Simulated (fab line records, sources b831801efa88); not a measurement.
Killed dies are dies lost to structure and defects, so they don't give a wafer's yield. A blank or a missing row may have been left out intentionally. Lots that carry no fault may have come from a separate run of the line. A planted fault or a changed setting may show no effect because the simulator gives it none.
The tool behind it: which one? / flow gf180mcu / 18 wafers from 6 lots sampled at 4 of the route's 602 steps

WHAT EACH GAUGE READ, for each wafer
GF_PASSIVATION_THK_MEAS_01.
lot=L358; measured=day 28 14:49; on=film_metro-01; PASSIVATION_CVD_00_THK (nm)=1015 999 1011
lot=L363; measured=day 30 00:23; on=film_metro-02; PASSIVATION_CVD_00_THK (nm)=990 991 1006
lot=L365; measured=day 30 15:22; on=film_metro-02; PASSIVATION_CVD_00_THK (nm)=998 1004 1007
lot=L374; measured=day 33 01:49; on=film_metro-04; PASSIVATION_CVD_00_THK (nm)=995 997 1008
lot=L378; measured=day 33 22:20; on=film_metro-02; PASSIVATION_CVD_00_THK (nm)=1011 1019 1009
lot=L380; measured=day 34 12:46; on=film_metro-02; PASSIVATION_CVD_00_THK (nm)=984 989 1008

TOOL THAT RAN EACH LOT (tool first, then ch and the chambers of the sampled wafers, then the start)
lot=L358; GF_V1_CMP_04=cmp-01 ch 0,2,3, day 17 18:31; GF_M5_STRIP_11=plasma_asher-03 ch 0,1, day 26 19:46; GF_V5_SPUTTER_22=pvd_sputter-01, day 27 17:35
lot=L363; GF_V1_CMP_04=cmp-01 ch 0,2,3, day 19 11:15; GF_M5_STRIP_11=plasma_asher-04 ch 0,1, day 28 05:40; GF_V5_SPUTTER_22=pvd_sputter-02, day 29 03:22
lot=L365; GF_V1_CMP_04=cmp-01 ch 1,2,3, day 20 05:32; GF_M5_STRIP_11=plasma_asher-02 ch 0,1, day 28 22:28; GF_V5_SPUTTER_22=pvd_sputter-01, day 29 19:17
lot=L374; GF_V1_CMP_04=cmp-01 ch 0,1,3, day 23 11:09; GF_M5_STRIP_11=plasma_asher-03 ch 0,1, day 31 12:13; GF_V5_SPUTTER_22=pvd_sputter-02, day 32 07:14
lot=L378; GF_V1_CMP_04=cmp-01 ch 0,2,3, day 24 15:30; GF_M5_STRIP_11=plasma_asher-03 ch 0,1, day 32 09:24; GF_V5_SPUTTER_22=pvd_sputter-01, day 33 04:44
lot=L380; GF_V1_CMP_04=cmp-02 ch 0,2, day 25 13:21; GF_M5_STRIP_11=plasma_asher-04 ch 0,1, day 33 02:46; GF_V5_SPUTTER_22=pvd_sputter-01, day 33 20:20
- GF_V1_CMP_04: polishes SiO2.
- GF_M5_STRIP_11: strips in O2/N2.
- GF_V5_SPUTTER_22: material TiN, target thk 10 nm, time 40 s.

THE ANSWER, worked out from the rows above alone
Rule: what is usual is taken from the lots themselves. The widest of any qualifying gaps counts: lots, ordered by their means at a reading, are off when they make up no more than a third of the lots, leave a main group of 4 or more, and stand apart from it by 3 or more times the standard deviation of that group's means. The tables above print the reading to a certain number of digits; a main group whose means all agree to those digits is not used. A lot without any number at a reading at which 4 lots or more have one is off too. All remaining lots with rows at the step are treated as sound.
Across all readings shown, no lot is off: no conclusion can be drawn from this.

WHAT THE SIMULATOR PUT IN
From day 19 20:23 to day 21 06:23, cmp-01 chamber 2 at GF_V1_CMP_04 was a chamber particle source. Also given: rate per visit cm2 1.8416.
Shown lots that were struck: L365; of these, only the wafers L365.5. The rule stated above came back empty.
